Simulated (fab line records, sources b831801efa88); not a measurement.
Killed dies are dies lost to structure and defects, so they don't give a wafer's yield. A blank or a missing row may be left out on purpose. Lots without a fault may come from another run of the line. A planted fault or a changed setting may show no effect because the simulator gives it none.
Problem report in the 8D (eight disciplines) form, filled by code | flow gf180mcu | the parts of the form that need people (team, actions taken, sign-off) are left out

1. THE PROBLEM
oes_product_au at GF_V4_ETCH_17 reads a mean of 0.374 a.u. on 6 wafers of 2 lots; wafers without a fault read 0.855 a.u. with a standard deviation of 0.0051. That is -94 standard deviations from the usual mean.
The step: etches SiO2 in C4F8/O2/Ar, stops on TiN, target depth 630 nm.
The step gives no start for some of these wafers. The record holds 42 wafers of 14 lots with a number at this step. Rule for "out", or "out of limits": more than 4 standard deviations from the usual mean. The other wafers with a number count as sound.

2. WHAT IT IS AND WHAT IT IS NOT
question                    | is                     | is not
which readings at this step | oes_product_au         | chamber_pressure_mTorr
which lots                  | L665, L666             | L659, L661, L664, L667, L674, L675, L676, L677, L678, L680, L681, L682
which wafers of those lots  | all that have a number | -
read on which tools         | rie_diel-01            | rie_diel-02, rie_diel-04

3. SUSPECTS, AND WHAT RULES EACH OUT
Counting: a tool at a process step up to the reading stays a suspect if it ran every lot that is out and no sound lot after the first of them.
- rie_diel-01 at GF_V4_ETCH_16 (etches BARC in N2/H2): ruled out as a lasting fault. Sound lots L667, L675, L678, L680, L682 ran on it after its first lot that is out, L665 (day 26 10:58).
- rie_diel-01 at GF_V4_ETCH_17 (etches SiO2 in C4F8/O2/Ar, stops on TiN, target depth 630 nm): ruled out as a lasting fault. Sound lots L667, L675, L678, L680, L682 ran on it after its first lot that is out, L665 (day 26 11:06). GF_V4_ETCH_17 gives no start for some lots, so the hours and the order of its lots are those of GF_V4_STRIP_18.
Left after counting: nothing in the record.

4. THE CAUSE (what the simulator had put in)
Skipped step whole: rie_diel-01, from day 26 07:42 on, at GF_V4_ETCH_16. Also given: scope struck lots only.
Counting ruled it out, wrongly.

5. THE CHAIN OF EFFECTS, in route order
Each row: a reading whose mean over the struck wafers that have a number lies more than 3 standard deviations from the usual. Only readings for which the record gives a usual standard deviation are gone through. hours: the time from each lot's start at the first step in this table that gives one to its start at this step, as a median over the lots. sigmas: the change in usual standard deviations.
hours | step           | reading        | usual      | on struck wafers | change | sigmas
-     | GF_V4_ETCH_17  | oes_product_au | 0.855 a.u. | 0.374            | -0.481 | -94
0     | GF_V4_STRIP_18 | oes_product_au | 0.592 a.u. | 0.614            | +0.022 | +4.4
The process steps in it:
- GF_V4_ETCH_17: etches SiO2 in C4F8/O2/Ar, stops on TiN, target depth 630 nm.
- GF_V4_STRIP_18: strips in O2/N2.
Readings that are blank on the struck wafers while sound wafers have them: bias_w at GF_V4_ETCH_16; chamber_pressure_mTorr at GF_V4_ETCH_16; drypump_motor_current_A at GF_V4_ETCH_16; oes_product_au at GF_V4_ETCH_16; throttle_valve_pct at GF_V4_ETCH_16.

6. WHAT WOULD HAVE CAUGHT IT SOONER
At GF_V4_ETCH_16 the tool's readings are blank on the struck wafers, where sound wafers have them: an empty tool record is the first sign, and it was there at once.
